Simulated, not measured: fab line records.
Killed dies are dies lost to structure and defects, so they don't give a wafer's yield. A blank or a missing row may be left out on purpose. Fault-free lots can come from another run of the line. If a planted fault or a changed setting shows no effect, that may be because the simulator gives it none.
A lot that was struck, set against a sound lot / flow sky130 / 15 out of 708 route steps
Sound: the wafers L432.2, L432.4, L432.5. Wafers struck: L445.1, L445.3, L445.5. Last of all comes the cause.
At each step with rows: each side's tool, then ch and its chambers, then its first start. Under that, the readings that differ: sound wafers / struck wafers / difference of the means / sigmas: that difference in standard deviations of wafers without a fault.
alike: readings whose means differ by less than 2 such deviations, and words and numbers that are the same on both sides. not compared: withheld readings, readings that some wafer has no value for, bounds like >300 that may hide the same value, and numbers for which the record gives no deviation and whose values overlap.
The two part at a step that has a row with sigmas, a row that says differs or no value, or rows on one side only. When numbers do not overlap yet have no deviation, they are printed without sigmas and do not part them. Lack of a reading on every wafer of one side parts them only where that side has two or more wafers.

first, 6 steps without rows for these wafers: SKY_VIA4_HMDS_05 (prime time 60 s); SKY_VIA4_COAT_06 (resist thk 1140 nm); SKY_VIA4_SOFTBAKE_07 (time 60 s); SKY_VIA4_EXPOSE_08 (exposes mask VIM4, target cd 800 nm); SKY_VIA4_PEB_09; SKY_VIA4_DEVELOP_10 (develop time 60 s).
SKY_VIA4_OVL_MEAS_11:
  sound on overlay-02 at day 43 07:32; struck on overlay-02 at day 46 09:41
  alike: VIA4_OVL
SKY_VIA4_ETCH_12: etches SiO2 in C4F8/O2/Ar, stops on TiN, target depth 580 nm.
  sound on rie_diel-01 ch 1,3, day 43 07:34; struck on rie_diel-01 ch 0,2, day 46 09:44
  alike: oes_product_au
SKY_VIA4_STRIP_13: strips in O2/N2.
  sound on plasma_asher-02 ch 0, day 43 07:38; struck on plasma_asher-04 ch 0,1, day 46 09:48
  alike: drypump_motor_current_A, n2_flow_sccm, oes_product_au, strip_time_to_endpoint_s
  not compared: rf_hours_counter_h
then, 3 steps without rows for these wafers: SKY_VIA4_STRIP_14 (strips in post etch residue remover, time 1200 s); SKY_VIA4_CLEAN_15 (cleans in IPA, time 180 s); SKY_VIA4_CLEAN_16 (cleans in O3/DIW).
SKY_VIA4_SPUTTER_17: material TiN, target thk 20 nm, time 80 s.
  sound on pvd_sputter-01 at day 43 08:15; struck on pvd_sputter-03 at day 46 10:24
reading=model.TiN_of_VIA4_SPUTTER_17.thk_nm (nm); sound=20.1 20.02 20.13; struck=17.8 17.56 17.68; difference=-2.4; sigmas=
  alike: throttle_valve_pct
SKY_VIA4_CVD_18: deposits W, target thk 505 nm, time 152.14 s.
  sound on cvd_w-02 ch 0,1, day 43 08:19; struck on cvd_w-01 ch 0,1, day 46 10:28
  alike: heater_power_w
-- the record jumps here: 3 days lie between the struck wafers' starts before and after (it left off in module VIA4 and takes up again in module PAD_OPEN, whose first step shown is number 708 of the route) --
SKY_PAD_OPEN_PROBE_99:
  only the struck wafers here have rows in the record (prober-02, day 48 23:22); the sound ones have none

WHERE THEY PART
SKY_PAD_OPEN_PROBE_99 only, going by this record.

WHY: the cause the simulator had injected
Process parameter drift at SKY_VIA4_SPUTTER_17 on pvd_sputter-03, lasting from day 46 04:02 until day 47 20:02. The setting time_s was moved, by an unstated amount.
